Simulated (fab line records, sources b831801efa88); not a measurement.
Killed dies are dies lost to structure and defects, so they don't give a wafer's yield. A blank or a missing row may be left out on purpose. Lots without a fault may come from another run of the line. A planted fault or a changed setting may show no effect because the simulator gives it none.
A struck lot beside a sound one | flow sky130 | 29 steps out of a route of 708
Sound: wafers L341.2, L341.4, L341.5. Struck: wafers L352.2, L352.3, L352.5. The cause comes at the end.
At each step with rows: each side's tool, then ch and its chambers, then its first start. Under that, the readings that differ: sound wafers | struck wafers | difference of the means | sigmas: that difference in standard deviations of wafers without a fault.
alike: readings whose means differ by less than 2 such deviations, and words and numbers that are the same on both sides. not compared: withheld readings, readings that some wafer has no value for, bounds like >300 that may hide the same value, and numbers for which the record gives no deviation and whose values overlap.
The two part at a step that has a row with sigmas, a row that says differs or no value, or rows on one side only. Numbers that don't overlap but have no deviation are shown without sigmas and don't part them. A reading that every wafer of one side lacks parts them only if that side has two wafers or more.

SKY_LI_CONTACT_OVL_MEAS_13:
  sound on overlay-02, day 33 20:16; struck on overlay-02, day 36 07:37
  alike: LI_CONTACT_OVL
SKY_LI_CONTACT_ETCH_14: etches BARC in N2/H2, stops on SiO2, time 45.9 s, target depth 60 nm.
  sound on rie_diel-02 ch 1,2, day 33 20:17; struck on rie_diel-02 ch 0,2, day 36 07:39
  alike: drypump_motor_current_A, oes_product_au, throttle_valve_pct
  not compared: rf_hours_counter_h
then, 5 steps without rows for these wafers: SKY_LI_CONTACT_ETCH_15 (etches PSG in C4F8/O2/Ar, stops on Si, target depth 600 nm); SKY_LI_CONTACT_STRIP_16 (strips in O2/N2); SKY_LI_CONTACT_CLEAN_17 (cleans in NMP, time 600 s); SKY_LI_CONTACT_PRE_CLEAN_18 (time 5.6 s); SKY_LI_CONTACT_SPUTTER_19 (material Ti, target thk 20 nm, time 106.37 s).
SKY_LI_CONTACT_SPUTTER_20: material TiN, target thk 20 nm, time 80 s.
  sound on pvd_sputter-02, day 33 20:47; struck on pvd_sputter-04, day 36 08:10
  alike: cathode_dc_power_W, chamber_pressure_pa, throttle_valve_pct
SKY_LI_CONTACT_CVD_21: deposits W, target thk 400 nm, time 120.56 s.
  sound on cvd_w-01 ch 0,1, day 33 20:51; struck on cvd_w-01 ch 0,1, day 36 08:13
  alike: heater_power_w
SKY_LI_CONTACT_RS_MEAS_22: measures by four-point-probe.
  sound on film_metro-02, day 33 21:00; struck on film_metro-01, day 36 08:22
  alike: LI_CONTACT_W_RS
SKY_LI_CONTACT_THK_MEAS_23: measures by xrf.
  sound on film_metro-02, day 33 21:07; struck on film_metro-01, day 36 08:29
  alike: LI_CONTACT_W_THK
then, 1 step without rows for these wafers: SKY_LI_CONTACT_CMP_24 (polishes, stops on PSG, t overpolish 20 s, target thk 0 nm).
SKY_LOCAL_INTERCONNECT_SPUTTER_00: material TiN, target thk 100 nm, time 83.3 s.
  sound on pvd_sputter-01, day 33 21:28; struck on pvd_sputter-01, day 36 08:50
  no value came back on the struck wafers for cathode_dc_power_W (W), chamber_pressure_pa (Pa), throttle_valve_pct (%); on the sound wafers cathode_dc_power_W (W) reads 6724.4 6722.9 6723.0
SKY_LOCAL_INTERCONNECT_RS_MEAS_01: measures by four-point-probe.
  sound on film_metro-04, day 33 21:32; struck on film_metro-03, day 36 08:55
  reading                            | sound             | struck | difference                    | sigmas
  LOCAL_INTERCONNECT_TIN_RS (ohm/sq) | 13.59 13.70 13.59 | - - -  | no value on the struck wafers |
SKY_LOCAL_INTERCONNECT_THK_MEAS_02: measures by xrf.
  sound on film_metro-04, day 33 21:39; struck on film_metro-03, day 36 09:01
  reading                         | sound             | struck         | difference | sigmas
  LOCAL_INTERCONNECT_TIN_THK (nm) | 103.4 102.9 104.1 | <0.0 <0.0 <0.0 | differs    |
then, 8 steps without rows for these wafers: SKY_LOCAL_INTERCONNECT_DEHYDRATE_03 (time 60 s); SKY_LOCAL_INTERCONNECT_HMDS_04 (prime time 60 s); SKY_LOCAL_INTERCONNECT_COAT_05 (resist thk 60 nm); SKY_LOCAL_INTERCONNECT_COAT_06 (resist thk 450 nm); SKY_LOCAL_INTERCONNECT_SOFTBAKE_07 (time 90 s); SKY_LOCAL_INTERCONNECT_EXPOSE_08 (exposes mask LI1M, target cd 170 nm); SKY_LOCAL_INTERCONNECT_PEB_09; SKY_LOCAL_INTERCONNECT_DEVELOP_10 (develop time 60 s).
SKY_LOCAL_INTERCONNECT_CD_MEAS_11: target cd 170 nm.
  sound on cd_sem-02, day 35 00:40; struck on cd_sem-01, day 37 10:40
  alike: cd_nm
SKY_LOCAL_INTERCONNECT_OVL_MEAS_12:
  sound on overlay-01, day 35 00:46; struck on overlay-01, day 37 10:46
  alike: LOCAL_INTERCONNECT_OVL
SKY_LOCAL_INTERCONNECT_ETCH_13: etches BARC in N2/H2, stops on SiO2, time 45.9 s, target depth 60 nm.
  sound on rie_metal-03 ch 0,1, day 35 00:48; struck on rie_metal-03 ch 0,1, day 37 10:48
  alike: drypump_motor_current_A, oes_product_au, throttle_valve_pct
  not compared: rf_hours_counter_h
SKY_LOCAL_INTERCONNECT_METAL_ETCH_14: etches TiN in Cl2/BCl3, stops on PSG, target depth 110 nm, time 31.4 s.
  sound on rie_metal-03 ch 0,1, day 35 00:52; struck on rie_metal-03 ch 0,1, day 37 10:52
  reading                | sound                | struck               | difference | sigmas
  oes_product_au (a.u.)  | 0.956 0.957 0.963    | 0.493 0.487 0.492    | -0.468     | -81
  throttle_valve_pct (%) | 21.895 21.885 21.887 | 22.196 22.184 22.190 | +0.301     | +32
  alike: drypump_motor_current_A
  not compared: rf_hours_counter_h
SKY_LOCAL_INTERCONNECT_STRIP_15: strips in O2/N2.
  sound on plasma_asher-03 ch 0,1, day 35 00:55; struck on plasma_asher-02 ch 0,1, day 37 10:55
  alike: drypump_motor_current_A, oes_product_au, strip_time_to_endpoint_s
  not compared: rf_hours_counter_h
-- the record jumps here: 14 days lie between the struck wafers' starts before and after (it left off in module LOCAL_INTERCONNECT and takes up again in module PAD_OPEN, whose first step shown is number 708 of the route) --
SKY_PAD_OPEN_PROBE_99:
  sound on prober-01, day 49 07:12; struck on prober-01, day 50 23:29
  reading             | sound    | struck      | difference | sigmas
  killed_at_M0_to_M3  | 42 53 37 | 11 9 5      | -36        | -5
  killed_at_contacts  | 22 30 36 | 480 483 486 | +454       | +89
  killed_at_front_end | 10 12 14 | 0 0 1       | -12        | -3
  killed_dies         | 77 99 89 | 492 492 492 | +404       | +48
  killed_on_rim       | 19 19 18 | 96 96 96    | +77        | +21
  killed_open         | 44 69 48 | 10 11 5     | -45        | -6
  killed_short        | 33 30 41 | 7 8 5       | -28        | -5
  alike: killed_at_M4_up, killed_at_other

WHERE THEY PART
First at SKY_LOCAL_INTERCONNECT_SPUTTER_00; last, within this record, at SKY_PAD_OPEN_PROBE_99.

WHY: what the simulator had put in
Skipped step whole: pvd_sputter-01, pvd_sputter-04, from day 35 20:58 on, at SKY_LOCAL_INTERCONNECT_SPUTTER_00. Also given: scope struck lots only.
